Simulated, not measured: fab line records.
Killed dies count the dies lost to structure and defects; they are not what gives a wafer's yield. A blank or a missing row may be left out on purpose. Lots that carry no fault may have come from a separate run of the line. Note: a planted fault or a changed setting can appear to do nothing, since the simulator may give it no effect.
Which of the tools did it? / flow sky130 / 39 wafers from 13 lots sampled at 3 of the route's 708 steps

## WHAT THE GAUGES SHOWED, per wafer
SKY_VIA4_RS_MEAS_19: the measuring method here is four-point-probe.
lot=L377; measured=day 43 21:47; on=film_metro-02; VIA4_W_RS (ohm/sq)=0.2266 0.2258 0.2235
lot=L378; measured=day 44 02:51; on=film_metro-04; VIA4_W_RS (ohm/sq)=0.2246 0.2250 0.2234
lot=L379; measured=day 44 07:25; on=film_metro-04; VIA4_W_RS (ohm/sq)=0.2265 0.2253 0.2262
lot=L381; measured=day 44 19:31; on=film_metro-01; VIA4_W_RS (ohm/sq)=0.2248 0.2238 0.2222
lot=L380; measured=day 44 23:43; on=film_metro-01; VIA4_W_RS (ohm/sq)=0.2295 0.2298 0.2286
lot=L383; measured=day 45 10:14; on=film_metro-01; VIA4_W_RS (ohm/sq)=0.2271 0.2268 0.2253
lot=L384; measured=day 45 18:08; on=film_metro-02; VIA4_W_RS (ohm/sq)=0.2249 0.2247 0.2246
lot=L385; measured=day 46 01:37; on=film_metro-02; VIA4_W_RS (ohm/sq)=0.2214 0.2304 0.2281
lot=L387; measured=day 46 07:15; on=film_metro-01; VIA4_W_RS (ohm/sq)=0.2278 0.2238 0.2225
lot=L388; measured=day 46 12:47; on=film_metro-01; VIA4_W_RS (ohm/sq)=0.1140 0.1137 0.1146 0.1138 0.1140 0.1147
lot=L389; measured=day 46 18:17; on=film_metro-02; VIA4_W_RS (ohm/sq)=0.1133 0.1137 0.1135 0.1134 0.1135 0.1135
lot=L396; measured=day 48 08:31; on=film_metro-04; VIA4_W_RS (ohm/sq)=0.2283 0.2261 0.2217
lot=L397; measured=day 48 13:04; on=film_metro-01; VIA4_W_RS (ohm/sq)=0.2250 0.2279 0.2286

## EACH LOT AND THE TOOL THAT RAN IT (in order: tool; ch and the chambers of the sampled wafers; start)
lot=L377; SKY_VIA4_ETCH_12=rie_diel-03 ch 1,3, day 43 20:48; SKY_VIA4_CVD_18=cvd_w-01 ch 0,1, day 43 21:38
lot=L378; SKY_VIA4_ETCH_12=rie_diel-01 ch 0,2,3, day 44 01:55; SKY_VIA4_CVD_18=cvd_w-01 ch 0,1, day 44 02:40
lot=L379; SKY_VIA4_ETCH_12=rie_diel-04 ch 2,3, day 44 06:29; SKY_VIA4_CVD_18=cvd_w-01 ch 0,1, day 44 07:16
lot=L381; SKY_VIA4_ETCH_12=rie_diel-04 ch 0,1,2, day 44 18:37; SKY_VIA4_CVD_18=cvd_w-01 ch 0, day 44 19:21
lot=L380; SKY_VIA4_ETCH_12=rie_diel-04 ch 1,2,3, day 44 22:48; SKY_VIA4_CVD_18=cvd_w-02 ch 0,1, day 44 23:35
lot=L383; SKY_VIA4_ETCH_12=rie_diel-01 ch 0,1,3, day 45 09:19; SKY_VIA4_CVD_18=cvd_w-02 ch 0,1, day 45 10:05
lot=L384; SKY_VIA4_ETCH_12=rie_diel-01 ch 2,3, day 45 17:12; SKY_VIA4_CVD_18=cvd_w-02 ch 0,1, day 45 17:58
lot=L385; SKY_VIA4_ETCH_12=rie_diel-03 ch 1,2,3, day 46 00:45; SKY_VIA4_CVD_18=cvd_w-01 ch 0,1, day 46 01:28
lot=L387; SKY_VIA4_ETCH_12=rie_diel-01 ch 0,1,2, day 46 06:20; SKY_VIA4_CVD_18=cvd_w-01 ch 0,1, day 46 07:07
lot=L388; SKY_VIA4_ETCH_12=rie_diel-03 ch 0,1, day 46 10:52; SKY_VIA4_CVD_18=cvd_w-02 ch 1, day 46 12:03
lot=L389; SKY_VIA4_ETCH_12=rie_diel-03 ch 0,2,3, day 46 16:59; SKY_VIA4_CVD_18=cvd_w-02 ch 0,1, day 46 17:47
lot=L396; SKY_VIA4_ETCH_12=rie_diel-01 ch 0,1,2, day 48 07:29; SKY_VIA4_CVD_18=cvd_w-01 ch 0,1, day 48 08:21
lot=L397; SKY_VIA4_ETCH_12=rie_diel-03 ch 1,2,3, day 48 12:06; SKY_VIA4_CVD_18=cvd_w-01 ch 0,1, day 48 12:54
- SKY_VIA4_ETCH_12: etches SiO2 in C4F8/O2/Ar, stops on TiN, target depth 580 nm.
- SKY_VIA4_CVD_18: deposits W, target thk 505 nm, time 152.14 s.

## WHAT THE TOOLS THEMSELVES READ (means of the sampled wafers that have a number; where no wafer has one, the mark that the record gives instead)
SKY_VIA4_ETCH_12.
lot=L377; tool=rie_diel-03; oes_product_au (a.u.)=0.925
lot=L378; tool=rie_diel-01; oes_product_au (a.u.)=0.926
lot=L379; tool=rie_diel-04; oes_product_au (a.u.)=0.927
lot=L381; tool=rie_diel-04; oes_product_au (a.u.)=0.922
lot=L380; tool=rie_diel-04; oes_product_au (a.u.)=0.926
lot=L383; tool=rie_diel-01; oes_product_au (a.u.)=0.924
lot=L384; tool=rie_diel-01; oes_product_au (a.u.)=0.927
lot=L385; tool=rie_diel-03; oes_product_au (a.u.)=0.929
lot=L387; tool=rie_diel-01; oes_product_au (a.u.)=0.921
lot=L388; tool=rie_diel-03; oes_product_au (a.u.)=0.927
lot=L389; tool=rie_diel-03; oes_product_au (a.u.)=0.924
lot=L396; tool=rie_diel-01; oes_product_au (a.u.)=0.928
lot=L397; tool=rie_diel-03; oes_product_au (a.u.)=0.926

SKY_VIA4_CVD_18.
lot=L377; tool=cvd_w-01; heater_power_w (W)=876; susceptor_temp_C (C)=399.89
lot=L378; tool=cvd_w-01; heater_power_w (W)=885; susceptor_temp_C (C)=400.15
lot=L379; tool=cvd_w-01; heater_power_w (W)=844; susceptor_temp_C (C)=400.02
lot=L381; tool=cvd_w-01; heater_power_w (W)=920; susceptor_temp_C (C)=399.96
lot=L380; tool=cvd_w-02; heater_power_w (W)=960; susceptor_temp_C (C)=400.12
lot=L383; tool=cvd_w-02; heater_power_w (W)=975; susceptor_temp_C (C)=399.92
lot=L384; tool=cvd_w-02; heater_power_w (W)=999; susceptor_temp_C (C)=400.01
lot=L385; tool=cvd_w-01; heater_power_w (W)=843; susceptor_temp_C (C)=400.08
lot=L387; tool=cvd_w-01; heater_power_w (W)=888; susceptor_temp_C (C)=399.97
lot=L388; tool=cvd_w-02; heater_power_w (W)=1011; susceptor_temp_C (C)=400.02
lot=L389; tool=cvd_w-02; heater_power_w (W)=962; susceptor_temp_C (C)=399.84
lot=L396; tool=cvd_w-01; heater_power_w (W)=865; susceptor_temp_C (C)=400.11
lot=L397; tool=cvd_w-01; heater_power_w (W)=860; susceptor_temp_C (C)=400.18

## THE ANSWER, worked out from the rows above alone
Rule: the lots themselves supply what counts as usual. Put in order of their means at a reading, lots are off if they are a third of the lots or fewer, leave a main group of 4 or more, and stand apart from it by a gap of 3 or more times the standard deviation of the main group's means; of several such gaps the widest counts. Not used: any main group whose means are identical at the precision the tables above print for the reading. A lot without any number at a reading at which 4 lots or more have one is off too. All remaining lots with rows at the step are treated as sound. Order of review: gauges by route order, followed by the tools' own readings, for which a lot's mean as printed above is used. The first step at which some lot is off is used, and at that step the reading that is off furthest; a lot without a number counts as furthest.
Off: L388, L389, at SKY_VIA4_RS_MEAS_19 (VIA4_W_RS). The main group has a mean of 0.2258 ohm/sq with a standard deviation of 0.0015.
A tool fits if, at a process step before that reading, it ran every lot that is off, and no sound lot after the first of them. The gauges at SKY_VIA4_RS_MEAS_19 are tried like those tools. One fits: SKY_VIA4_CVD_18 on cvd_w-02. A fault onset in the window from L384 (day 45 17:58, its last sound lot) to L388 (day 46 12:03, its first lot off) fits.

## WHAT THE SIMULATOR HAD PUT IN
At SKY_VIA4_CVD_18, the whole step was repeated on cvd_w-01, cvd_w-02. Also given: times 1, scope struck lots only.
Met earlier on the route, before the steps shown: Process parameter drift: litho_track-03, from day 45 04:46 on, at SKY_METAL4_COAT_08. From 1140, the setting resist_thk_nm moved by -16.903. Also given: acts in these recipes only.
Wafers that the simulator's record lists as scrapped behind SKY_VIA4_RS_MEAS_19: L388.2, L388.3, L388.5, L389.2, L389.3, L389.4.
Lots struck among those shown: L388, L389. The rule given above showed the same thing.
